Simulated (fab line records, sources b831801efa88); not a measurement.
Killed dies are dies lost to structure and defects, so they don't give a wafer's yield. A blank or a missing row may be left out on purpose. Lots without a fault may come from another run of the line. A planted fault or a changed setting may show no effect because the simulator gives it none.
Chamber matching | flow sky130 | SKY_LI_CONTACT_CMP_24 on cmp-01: 4 sister chambers
The step polishes, stops on PSG, t overpolish 20 s, target thk 0 nm. 8 wafers are shown with their chamber, then 11 later ones without.

WAFERS WITH THEIR CHAMBER
wafer  | chamber | motor_current_A (A) | time_to_endpoint_s (s)
L079.3 | 0       | 10.9                | 95
L081.1 | 1       | 11.5                | 88
L087.3 | 0       | 10.9                | 92
L087.5 | 3       | 10.2                | 101
L093.3 | 2       | 12.0                | 96
L093.4 | 3       | 10.6                | 94
L093.6 | 2       | 12.8                | 94
L094.2 | 1       | 10.6                | 88

WAFERS WITHOUT THEIR CHAMBER
wafer  | motor_current_A (A) | time_to_endpoint_s (s)
L094.3 | 10.7                | 92
L094.5 | 11.1                | 93
L095.2 | 12.0                | 93
L095.3 | 11.9                | 89
L095.5 | 10.8                | 90
L096.1 | 11.3                | 86
L096.3 | 10.3                | 92
L096.4 | 13.0                | 93
L097.1 | 10.4                | 95
L097.2 | 11.0                | 87
L097.4 | 12.3                | 92

WHICH CHAMBER EACH WENT THROUGH
wafer  | from the rows above          | in truth
L094.3 | can't be placed: 0 or 1 or 3 | 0
L094.5 | can't be placed: 0 or 1 or 3 | 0
L095.2 | can't be placed: 2 or 0 or 1 | 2
L095.3 | can't be placed: 1 or 2 or 0 | 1
L095.5 | can't be placed: 1 or 0 or 3 | 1
L096.1 | can't be placed: 1 or 0      | 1
L096.3 | can't be placed: 0 or 3 or 1 | 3
L096.4 | 2                            | 2
L097.1 | can't be placed: 3 or 0      | 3
L097.2 | can't be placed: 1 or 0      | 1
L097.4 | 2                            | 2
Placed correctly: 2 of 11. Can't be placed from these rows: 9 (the true chamber is among the candidates in 9). Placed wrongly: 0.
How it was worked out, from the rows above alone: a wafer's distance from a chamber is the root of the sum, over the readings, of the square of ((its reading less the chamber's mean) divided by the reading's scatter). The wafer belongs to the nearest chamber; if the next one is less than 2 further off, it can't be placed. A chamber's mean is the mean of its shown wafers. The scatter: the root of (the sum of the squares of (reading less its chamber's mean) over the shown wafers, divided by (wafers less chambers)).
